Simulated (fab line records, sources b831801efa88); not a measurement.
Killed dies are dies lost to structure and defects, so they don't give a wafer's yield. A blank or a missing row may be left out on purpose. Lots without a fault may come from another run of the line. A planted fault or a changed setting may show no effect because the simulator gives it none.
fab line records | flow sky130
record lots=12 wafers=36 last_day=51
route steps=708 shown VIA3@597 METAL4@601 METAL5@665 PAD_OPEN@708
lots that met no fault: from a run of the same line without faults
start_h: hours from the record's first day to the start of the lot's first wafer shown | wait_h: hours since the lot's step before | " the same as in the row above | L1.1+2: a row that stands for several wafers | - no value, or no start given | * or withheld: withheld | < > ~ a bound
route shown NAME@n: a module of which the file shows steps, and the number in the route of the first | usual: mean/standard deviation of fault-free wafers | same: alike in all rows | chamber/n: place in a boat | sites: the reading at each site | _std_site: their standard deviation | _edge_site: outer sites' mean less inner sites' | radius_mm: how far each site lies from the wafer's centre | mask NAME#n: copy n | behind: the tool/chamber that last shaped the wafer | hold: why the lot was held/for how many hours/how that ended | device: the transistor (n, p or np) that didn't switch | end of line: the same wafers' tests at the end of the route | a step without rows: its recipe alone | killed: dies lost to structure and defects at the first sort, not the wafer's yield | map: a wafer's dies, x killed, . not, _ none there
set.NAME: the setting as run; set.NAME@STEP: as run at that earlier step | model.NAME: the simulator's own value behind a step, which no gauge read
steps of the route over a sample of lots; a table a step, a row a wafer
services: from which hour (start_h, from the record's first day; less than 0 if before it) a tool's chamber was out of use, for how many hours, and why
## steps
# step SKY_VIA3_CMP_24
# recipe stop_on=SiO2 t_overpolish_s=20 down_force_psi=3.5 platen_rpm=60 target_thk_nm=0 pad_velocity_m_s=0.94248
# usual motor_current_A=11.3/1.2 overpolish_run_s=19.999/0.0091 time_to_endpoint_s=96/3.6
# columns lot.wafer tool chamber start_h wait_h motor_current_A overpolish_run_s time_to_endpoint_s
L681.3 cmp-01 1 956.24 0.1 12.7 20.006 100
L681.2 " 2 " " 11.9 20.001 99
L681.5 " 0 " " 11.4 19.997 98
L680.2 cmp-01 0 959.55 0.1 12.5 19.982 96
L680.3 " 1 " " 13.1 20.010 97
L680.5 " 3 " " 9.5 19.994 99
L683.4 cmp-02 2 963.57 0.0 9.6 20.012 87
L683.2 " 0 " " 12.1 20.006 99
L683.3 " 1 " " 11.3 19.991 94
L682.2 cmp-02 0 963.92 0.1 12.0 20.013 96
L682.6 " 3 " " 10.9 20.005 97
L682.5 " 0 " " 11.6 20.011 99
L684.4 cmp-01 3 969.98 0.0 10.1 19.980 104
L684.1 " 0 " " 12.0 19.999 99
L684.2 " 1 " " 12.2 19.998 100
L685.2 cmp-02 0 971.75 0.0 12.0 20.015 95
L685.1 " 2 " " 9.8 20.004 90
L685.6 " 1 " " 11.7 19.996 93
L686.3 cmp-02 3 984.31 0.0 11.0 19.995 93
L686.5 " 3 " " 11.4 20.004 93
L686.6 " 0 " " 12.0 19.994 98
L687.4 cmp-01 2 997.63 0.1 11.1 20.009 99
L687.5 " 0 " " 12.4 19.996 101
L687.6 " 1 " " 12.4 20.004 103
L693.2 cmp-01 2 1035.99 0.3 11.7 20.007 97
L693.3 " 0 " " 12.1 19.992 95
L693.5 " 2 " " 11.6 19.987 95
L699.4 cmp-01 0 1066.50 0.1 12.4 19.992 93
L699.3 " 1 " " 13.5 20.000 97
L699.5 " 3 " " 10.0 19.985 98
L698.3 cmp-01 1 1066.88 0.0 13.5 19.983 95
L698.5 " 1 " " 13.5 20.005 91
L698.6 " 2 " " 11.7 19.996 95
L702.2 cmp-02 3 1106.03 0.0 11.2 20.009 96
L702.1 " 0 " " 11.3 19.998 100
L702.6 " 3 " " 10.7 20.019 97
# step SKY_METAL4_SPUTTER_03
# recipe material=Ti target_thk_nm=5 power_w=3000 time_s=3.3 chamber_pressure_pa=0.4
# usual throttle_valve_pct=29.7/1
# columns lot.wafer tool chamber start_h wait_h throttle_valve_pct
L681.2 pvd_sputter-02 - 956.52 0.0 26.8
L681.3 " - " " 29.4
L681.5 " - " " 29.9
L680.2 pvd_sputter-01 - 959.84 0.0 29.7
L680.3 " - " " 30.1
L680.5 " - " " 29.6
L683.2 pvd_sputter-01 - 963.96 0.0 29.9
L683.3 " - " " 30.0
L683.4 " - " " 32.1
L682.2 pvd_sputter-02 - 964.26 0.0 29.6
L682.5 " - " " 29.4
L682.6 " - " " 29.7
L684.1 pvd_sputter-01 - 970.37 0.0 32.0
L684.2 " - " " 29.9
L684.4 " - " " 29.9
L685.1 pvd_sputter-01 - 972.14 0.0 29.8
L685.2 " - " " 29.7
L685.6 " - " " 32.0
L686.3 pvd_sputter-03 - 984.71 0.0 29.0
L686.5 " - " " 29.3
L686.6 " - " " 30.2
L687.4 pvd_sputter-03 - 997.92 0.0 29.6
L687.5 " - " " 29.8
L687.6 " - " " 29.6
L693.2 pvd_sputter-02 - 1036.38 0.0 29.0
L693.3 " - " " 30.1
L693.5 " - " " 29.6
L699.3 pvd_sputter-01 - 1066.79 0.0 29.8
L699.4 " - " " 30.4
L699.5 " - " " 30.1
L698.3 pvd_sputter-03 - 1067.27 0.0 30.2
L698.5 " - " " 29.2
L698.6 " - " " 29.4
L702.1 pvd_sputter-03 - 1106.42 0.0 29.3
L702.2 " - " " 29.4
L702.6 " - " " 29.2
# step SKY_METAL4_SPUTTER_04
# recipe material=TiN target_thk_nm=70 power_w=6500 time_s=58.3 chamber_pressure_pa=0.4
# usual throttle_valve_pct=29.7/1
# columns lot.wafer tool chamber start_h wait_h throttle_valve_pct
L681.2 pvd_sputter-02 - 956.54 0.0 27.2
L681.3 " - " " 29.5
L681.5 " - " " 29.8
L680.2 pvd_sputter-01 - 959.86 0.0 29.9
L680.3 " - " " 30.2
L680.5 " - " " 29.8
L683.2 pvd_sputter-01 - 963.98 0.0 29.9
L683.3 " - " " 29.8
L683.4 " - " " 31.6
L682.2 pvd_sputter-02 - 964.28 0.0 29.3
L682.5 " - " " 29.6
L682.6 " - " " 30.1
L684.1 pvd_sputter-01 - 970.39 0.0 32.0
L684.2 " - " " 30.0
L684.4 " - " " 30.0
L685.1 pvd_sputter-01 - 972.16 0.0 29.6
L685.2 " - " " 30.1
L685.6 " - " " 32.1
L686.3 pvd_sputter-03 - 984.73 0.0 29.4
L686.5 " - " " 29.1
L686.6 " - " " 30.0
L687.4 pvd_sputter-03 - 997.94 0.0 29.6
L687.5 " - " " 30.3
L687.6 " - " " 29.7
L693.2 pvd_sputter-02 - 1036.40 0.0 29.2
L693.3 " - " " 30.0
L693.5 " - " " 29.2
L699.3 pvd_sputter-01 - 1066.81 0.0 30.0
L699.4 " - " " 30.4
L699.5 " - " " 30.0
L698.3 pvd_sputter-03 - 1067.29 0.0 30.3
L698.5 " - " " 29.2
L698.6 " - " " 29.2
L702.1 pvd_sputter-03 - 1106.44 0.0 29.4
L702.2 " - " " 29.8
L702.6 " - " " 29.4
# step SKY_METAL5_SPUTTER_04
# recipe material=TiN target_thk_nm=70 power_w=6500 time_s=58.3 chamber_pressure_pa=0.4
# usual throttle_valve_pct=29.3/0.94
# columns lot.wafer tool chamber start_h wait_h throttle_valve_pct
L681.2 pvd_sputter-02 - 1030.24 0.0 29.4
L681.3 " - " " 27.2
L681.5 " - " " 29.4
L680.2 pvd_sputter-04 - 1033.42 0.0 29.9
L680.3 " - " " 29.0
L680.5 " - " " 29.7
L683.2 pvd_sputter-02 - 1037.13 0.0 29.2
L683.3 " - " " 26.9
L683.4 " - " " 29.3
L682.2 pvd_sputter-03 - 1038.48 0.0 29.3
L682.5 " - " " 30.1
L682.6 " - " " 29.0
L684.1 pvd_sputter-04 - 1043.40 0.0 29.9
L684.2 " - " " 30.4
L684.4 " - " " 30.1
L685.1 pvd_sputter-02 - 1044.34 0.0 29.0
L685.2 " - " " 29.8
L685.6 " - " " 29.9
L686.3 pvd_sputter-02 - 1055.48 0.0 27.0
L686.5 " - " " 29.5
L686.6 " - " " 29.9
L687.4 pvd_sputter-02 - 1069.20 0.0 29.1
L687.5 " - " " 29.2
L687.6 " - " " 26.9
L693.2 pvd_sputter-02 - 1104.21 0.0 30.1
L693.3 " - " " 28.9
L693.5 " - " " 30.0
L699.3 pvd_sputter-02 - 1132.30 0.0 29.0
L699.4 " - " " 29.4
L699.5 " - " " 29.9
L698.3 pvd_sputter-03 - 1132.97 0.0 29.5
L698.5 " - " " 30.5
L698.6 " - " " 29.8
L702.1 pvd_sputter-03 - 1164.97 0.0 29.1
L702.2 " - " " 29.6
L702.6 " - " " 29.3
# step SKY_PAD_OPEN_PROBE_99
# usual defect_limited_yield=82.4/2 killed_at_M0_to_M3=43/6.8 killed_at_M4_up=3.1/1.8 killed_at_contacts=25/5.8 killed_at_front_end=15/4.2 killed_at_other=0.3/0.5 killed_dies=87/9.7 killed_on_rim=17/4.1 killed_open=47/7.3 killed_short=39/6.6 sort_bin_3_pad_short=0.9/0.37 sort_bin_5_function=10.4/1.4 sort_bin_6_memory=6.3/1.1 sort_n_pass=405/9.7 sort_yield_pct=82.4/2
# same gross_dies=492 killed_at_back_side=0 sort_bin_4_leakage[%]=0 sort_bin_8_speed[%]=0
# columns lot.wafer tool chamber start_h wait_h defect_limited_yield[%] killed_at_M0_to_M3 killed_at_M4_up killed_at_contacts killed_at_front_end killed_at_other killed_dies killed_on_rim killed_open killed_short sort_bin_3_pad_short[%] sort_bin_5_function[%] sort_bin_6_memory[%] sort_n_pass sort_yield_pct[%]
L680.2 prober-02 - 1101.10 0.1 80.1 59 1 23 15 0 98 16 58 40 0.6 12.2 7.1 394 80.1
L680.3 prober-02 - 1101.15 0.2 82.3 41 2 29 15 0 87 17 54 33 1.0 10.2 6.5 405 82.3
L680.5 prober-02 - 1101.25 0.2 82.7 31 2 32 20 0 85 13 51 34 1.0 10.2 6.1 407 82.7
L683.2 prober-01 - 1104.80 0.1 82.9 41 3 27 13 0 84 20 44 40 0.6 9.8 6.7 408 82.9
L683.3 prober-01 - 1104.85 0.2 82.9 44 2 26 12 0 84 18 45 39 0.8 7.9 8.3 408 82.9
L683.4 prober-01 - 1104.90 0.2 82.9 46 7 22 7 2 84 16 45 39 1.4 10.0 5.7 408 82.9
L685.1 prober-02 - 1111.10 0.1 81.9 56 2 18 13 0 89 18 44 45 1.0 11.4 5.7 403 81.9
L685.2 prober-02 - 1111.15 0.1 80.9 53 3 27 10 1 94 23 49 45 0.6 10.0 8.5 398 80.9
L685.6 prober-02 - 1111.35 0.2 83.7 49 2 19 10 0 80 19 49 31 0.4 8.9 6.9 412 83.7
L686.3 prober-01 - 1120.15 0.2 83.1 47 2 18 15 1 83 14 45 38 1.2 9.6 6.1 409 83.1
L686.5 prober-01 - 1120.25 0.2 82.7 52 1 20 12 0 85 18 47 38 0.4 10.8 6.1 407 82.7
L686.6 prober-01 - 1120.30 0.2 85.6 34 5 22 9 1 71 15 43 28 0.8 8.7 4.9 421 85.6
L687.4 prober-01 - 1133.75 0.2 84.6 40 1 17 17 1 76 9 42 34 1.2 8.9 5.3 416 84.6
L687.5 prober-01 - 1133.80 0.2 81.7 49 3 25 13 0 90 11 50 40 0.8 9.8 7.7 402 81.7
L687.6 prober-01 - 1133.85 0.2 82.5 43 2 29 12 0 86 12 54 32 0.6 10.0 6.9 406 82.5
L699.3 prober-01 - 1188.14 0.2 53.7 188 2 20 18 0 228 32 45 27 1.8 29.7 14.8 264 53.7
L699.4 prober-01 - 1188.19 0.2 59.1 170 2 18 11 0 201 31 35 32 2.2 27.4 11.2 291 59.1
L699.5 prober-01 - 1188.24 0.2 57.1 173 1 21 16 0 211 46 44 32 2.2 26.4 14.2 281 57.1
L698.3 prober-02 - 1190.00 0.2 56.5 175 7 20 12 0 214 35 34 38 2.4 25.6 15.4 278 56.5
L698.5 prober-02 - 1190.10 0.2 61.2 169 4 10 8 0 191 35 26 26 3.9 24.2 10.8 301 61.2
L698.6 prober-02 - 1190.15 0.2 58.5 171 5 18 10 0 204 43 43 28 2.2 26.2 13.0 288 58.5
L702.1 prober-02 - 1214.66 0.1 80.3 46 7 27 17 0 97 17 59 38 0.4 13.0 6.3 395 80.3
L702.2 prober-02 - 1214.71 0.1 83.1 36 8 18 21 0 83 17 42 41 1.2 9.1 6.5 409 83.1
L702.6 prober-02 - 1214.91 0.2 81.3 48 2 26 15 1 92 15 64 28 1.2 11.4 6.1 400 81.3
# killed by level:class
L680.2 VIA1:geometric_particle:open=17 VIA3:geometric_particle:open=9 METAL2:geometric_particle:short=9 CONTACT:geometric_particle:open=8 LI_CONTACT:geometric_particle:open=7 VIA2:geometric_particle:open=7 SPACER:geometric_particle:short=6 POLY_GATE:geometric_particle:short=4
L680.3 VIA1:geometric_particle:open=12 CONTACT:geometric_particle:open=11 LI_CONTACT:geometric_particle:open=9 METAL1:geometric_particle:short=9 VIA3:geometric_particle:open=8 FIELD_ISO:geometric_particle:open=4 POLY_GATE:geometric_particle:short=4 LOCAL_INTERCONNECT:geometric_particle:short=4
L680.5 CONTACT:geometric_particle:open=14 LI_CONTACT:geometric_particle:open=11 VIA1:geometric_particle:open=7 FIELD_ISO:geometric_particle:short=6 VIA3:geometric_particle:short=6 FIELD_ISO:geometric_particle:open=4 VIA1:geometric_particle:short=4 VIA3:geometric_particle:open=4
L683.2 CONTACT:geometric_particle:open=11 VIA1:geometric_particle:open=9 METAL2:geometric_particle:short=8 LI_CONTACT:geometric_particle:open=7 VIA2:geometric_particle:open=7 FIELD_ISO:geometric_particle:short=4 METAL1:geometric_particle:short=4 LI_CONTACT:geometric_particle:short=3
L683.3 CONTACT:geometric_particle:open=12 VIA2:geometric_particle:open=9 METAL1:geometric_particle:short=7 VIA1:geometric_particle:short=7 LOCAL_INTERCONNECT:geometric_particle:short=6 VIA1:geometric_particle:open=6 FIELD_ISO:geometric_particle:open=4 FIELD_ISO:geometric_particle:short=4
L683.4 VIA1:geometric_particle:open=11 CONTACT:geometric_particle:open=8 VIA1:geometric_particle:short=7 VIA2:geometric_particle:open=7 METAL4:geometric_particle:short=6 METAL1:geometric_particle:short=5 LI_CONTACT:geometric_particle:open=5 VIA3:geometric_particle:open=5
L685.1 VIA1:geometric_particle:open=10 VIA1:geometric_particle:short=7 VIA2:geometric_particle:open=7 VIA3:geometric_particle:open=7 LOCAL_INTERCONNECT:geometric_particle:short=6 METAL1:geometric_particle:short=6 METAL2:geometric_particle:short=6 POLY_GATE:geometric_particle:open=5
L685.2 VIA1:geometric_particle:open=14 CONTACT:geometric_particle:open=11 METAL1:geometric_particle:short=10 VIA3:geometric_particle:open=10 LOCAL_INTERCONNECT:geometric_particle:short=8 CONTACT:geometric_particle:short=4 METAL2:geometric_particle:short=4 VIA2:geometric_particle:open=4
L685.6 VIA1:geometric_particle:open=11 VIA1:geometric_particle:short=9 CONTACT:geometric_particle:open=8 METAL1:geometric_particle:open=7 VIA2:geometric_particle:open=5 POLY_GATE:geometric_particle:open=5 VIA3:geometric_particle:short=5 METAL1:geometric_particle:short=4
L686.3 CONTACT:geometric_particle:open=9 VIA2:geometric_particle:open=9 VIA1:geometric_particle:open=8 VIA1:geometric_particle:short=7 VIA3:geometric_particle:open=6 FIELD_ISO:geometric_particle:short=5 FIELD_ISO:geometric_particle:open=5 LOCAL_INTERCONNECT:geometric_particle:short=4
L686.5 CONTACT:geometric_particle:open=11 VIA1:geometric_particle:open=10 METAL2:geometric_particle:short=9 VIA2:geometric_particle:open=8 METAL1:geometric_particle:short=7 VIA3:geometric_particle:open=7 POLY_GATE:geometric_particle:open=4 CONTACT:geometric_particle:short=4
L686.6 CONTACT:geometric_particle:open=14 VIA1:geometric_particle:open=12 METAL2:geometric_particle:short=7 VIA2:geometric_particle:open=4 METAL4:geometric_particle:short=4 POLY_GATE:geometric_particle:open=3 LI_CONTACT:geometric_particle:open=3 LOCAL_INTERCONNECT:geometric_particle:short=3
L687.4 VIA2:geometric_particle:open=9 LI_CONTACT:geometric_particle:open=8 METAL1:geometric_particle:short=8 VIA3:geometric_particle:open=6 FIELD_ISO:geometric_particle:open=5 VIA1:geometric_particle:open=5 CONTACT:geometric_particle:open=5 VIA2:geometric_particle:short=5
L687.5 CONTACT:geometric_particle:open=12 VIA3:geometric_particle:open=8 VIA1:geometric_particle:open=7 LI_CONTACT:geometric_particle:open=6 VIA1:geometric_particle:short=6 METAL1:geometric_particle:short=5 VIA2:geometric_particle:open=5 VIA2:geometric_particle:short=4
L687.6 VIA1:geometric_particle:open=16 LOCAL_INTERCONNECT:geometric_particle:short=8 LI_CONTACT:geometric_particle:open=7 CONTACT:geometric_particle:open=7 VIA2:geometric_particle:open=6 VIA3:geometric_particle:open=5 VIA1:geometric_particle:short=4 FIELD_ISO:geometric_particle:open=3
L699.3 VIA3:unspecified=156 CONTACT:geometric_particle:open=10 VIA1:geometric_particle:open=9 FIELD_ISO:geometric_particle:open=6 VIA3:geometric_particle:open=6 CONTACT:geometric_particle:short=5 FIELD_ISO:geometric_particle:short=4 POLY_GATE:geometric_particle:open=4
L699.4 VIA3:unspecified=134 CONTACT:geometric_particle:open=11 VIA2:geometric_particle:open=6 METAL3:geometric_particle:short=5 VIA1:geometric_particle:open=5 VIA3:geometric_particle:open=5 VIA1:geometric_particle:short=4 POLY_GATE:geometric_particle:open=3
L699.5 VIA3:unspecified=135 LI_CONTACT:geometric_particle:open=7 VIA1:geometric_particle:open=7 FIELD_ISO:geometric_particle:open=6 CONTACT:geometric_particle:short=6 VIA2:geometric_particle:open=6 CONTACT:geometric_particle:open=5 VIA3:geometric_particle:open=5
L698.3 VIA3:unspecified=142 CONTACT:geometric_particle:open=9 VIA1:geometric_particle:open=8 CONTACT:geometric_particle:short=7 METAL4:geometric_particle:short=7 METAL1:geometric_particle:short=6 VIA2:geometric_particle:open=6 POLY_GATE:geometric_particle:short=4
L698.5 VIA3:unspecified=139 METAL2:geometric_particle:short=5 VIA1:geometric_particle:open=5 VIA2:geometric_particle:open=5 VIA3:geometric_particle:open=5 METAL1:geometric_particle:short=4 POLY_GATE:geometric_particle:open=3 METAL4:geometric_particle:short=3
L698.6 VIA3:unspecified=133 VIA1:geometric_particle:open=8 VIA3:geometric_particle:open=8 LI_CONTACT:geometric_particle:open=6 CONTACT:geometric_particle:open=6 VIA2:geometric_particle:open=5 CONTACT:geometric_particle:short=4 METAL2:geometric_particle:short=4
L702.1 CONTACT:geometric_particle:open=13 VIA1:geometric_particle:open=11 CONTACT:geometric_particle:short=7 VIA3:geometric_particle:open=6 POLY_GATE:geometric_particle:open=6 VIA2:geometric_particle:open=6 METAL2:geometric_particle:open=5 METAL2:geometric_particle:short=4
L702.2 CONTACT:geometric_particle:open=12 VIA1:geometric_particle:open=9 FIELD_ISO:geometric_particle:short=6 METAL2:geometric_particle:short=5 METAL3:geometric_particle:short=5 METAL4:geometric_particle:short=5 POLY_GATE:geometric_particle:short=4 CONTACT:geometric_particle:short=4
L702.6 VIA1:geometric_particle:open=15 VIA3:geometric_particle:open=9 CONTACT:geometric_particle:open=8 LI_CONTACT:geometric_particle:open=8 VIA2:geometric_particle:open=8 CONTACT:geometric_particle:short=6 FIELD_ISO:geometric_particle:short=4 POLY_GATE:geometric_particle:open=4
## services
# columns tool chamber start_h hours kind
cmp-02 - 943.59 2.7 repair
pvd_sputter-04 - 944.69 2.5 repair
pvd_sputter-02 2 981.69 - consumable_replace:kit
pvd_sputter-02 2 981.69 18.0 scheduled_down
pvd_sputter-02 2 981.69 18.0 vent_cycle
pvd_sputter-03 - 1014.78 18.9 repair
cmp-02 - 1024.29 14.3 pm
cmp-01 - 1027.29 1.1 repair
pvd_sputter-03 2 1039.33 - consumable_replace:kit
pvd_sputter-04 - 1050.04 23.7 repair
pvd_sputter-01 - 1059.79 2.6 repair
cmp-02 - 1084.05 4.0 pm
pvd_sputter-02 1 1090.98 - consumable_replace:kit
pvd_sputter-02 1 1090.98 18.0 scheduled_down
pvd_sputter-02 1 1090.98 18.0 vent_cycle
cmp-01 - 1116.32 0.7 repair
cmp-01 - 1125.40 2.9 repair
pvd_sputter-02 0 1125.66 - consumable_replace:kit
pvd_sputter-02 0 1125.66 18.0 scheduled_down
pvd_sputter-02 0 1125.66 18.0 vent_cycle
pvd_sputter-01 - 1128.85 6.3 repair
cmp-02 - 1133.78 1.0 repair
cmp-02 - 1146.38 4.9 pm
cmp-02 - 1151.69 1.2 repair
## key
first_sign step=SKY_PAD_OPEN_PROBE_99 reading=killed_at_M0_to_M3 direction=up sigmas=19 usual=43 struck=174
effect step=SKY_PAD_OPEN_PROBE_99 reading=defect_limited_yield direction=down sigmas=13 usual=82.4 struck=57.7
met_at SKY_VIA3_CMP_24
struck_lots L698,L699
not_acting_at SKY_METAL4_SPUTTER_03,SKY_METAL4_SPUTTER_04,SKY_METAL5_SPUTTER_04
onset_between 1035.99 1066.50
fault kind=chamber_particle_source tool=cmp-01 chamber=- onset_h=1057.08 steps=SKY_VIA3_CMP_24 rate_per_visit_cm2=0.72707 end_h=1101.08
